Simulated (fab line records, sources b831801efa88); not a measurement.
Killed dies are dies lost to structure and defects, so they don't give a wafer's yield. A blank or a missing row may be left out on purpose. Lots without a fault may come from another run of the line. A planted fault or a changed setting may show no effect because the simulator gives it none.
Chamber matching | flow sky130 | SKY_VIA4_CMP_21 on cmp-01: 4 sister chambers
The step polishes, stops on SiO2, t overpolish 25 s, target thk 0 nm. 8 wafers are shown with their chamber, then 8 later ones without.

WAFERS WITH THEIR CHAMBER
wafer  | chamber | motor_current_A (A) | time_to_endpoint_s (s)
L611.5 | 0       | 9.7                 | 122
L612.1 | 1       | 12.0                | 122
L614.5 | 2       | 12.4                | 116
L614.6 | 3       | 9.5                 | 127
L616.1 | 1       | 11.6                | 122
L616.2 | 2       | 12.4                | 121
L616.5 | 3       | 9.5                 | 128
L617.1 | 0       | 8.9                 | 115

WAFERS WITHOUT THEIR CHAMBER
wafer  | motor_current_A (A) | time_to_endpoint_s (s)
L617.5 | 9.3                 | 118
L617.6 | 11.4                | 122
L621.4 | 12.1                | 129
L621.5 | 9.8                 | 121
L621.6 | 11.4                | 124
L623.4 | 12.2                | 124
L623.5 | 9.2                 | 118
L623.6 | 9.9                 | 127

WHICH CHAMBER EACH WENT THROUGH
wafer  | from the rows above     | in truth
L617.5 | 0                       | 0
L617.6 | 1                       | 1
L621.4 | can't be placed: 1 or 2 | 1
L621.5 | can't be placed: 0 or 3 | 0
L621.6 | 1                       | 1
L623.4 | can't be placed: 1 or 2 | 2
L623.5 | 0                       | 0
L623.6 | 3                       | 3
Placed correctly: 5 of 8. Can't be placed from these rows: 3 (the true chamber is among the candidates in 3). Placed wrongly: 0.
How it was worked out, from the rows above alone: a wafer's distance from a chamber is the root of the sum, over the readings, of the square of ((its reading less the chamber's mean) divided by the reading's scatter). The wafer belongs to the nearest chamber; if the next one is less than 2 further off, it can't be placed. A chamber's mean is the mean of its shown wafers. The scatter: the root of (the sum of the squares of (reading less its chamber's mean) over the shown wafers, divided by (wafers less chambers)).
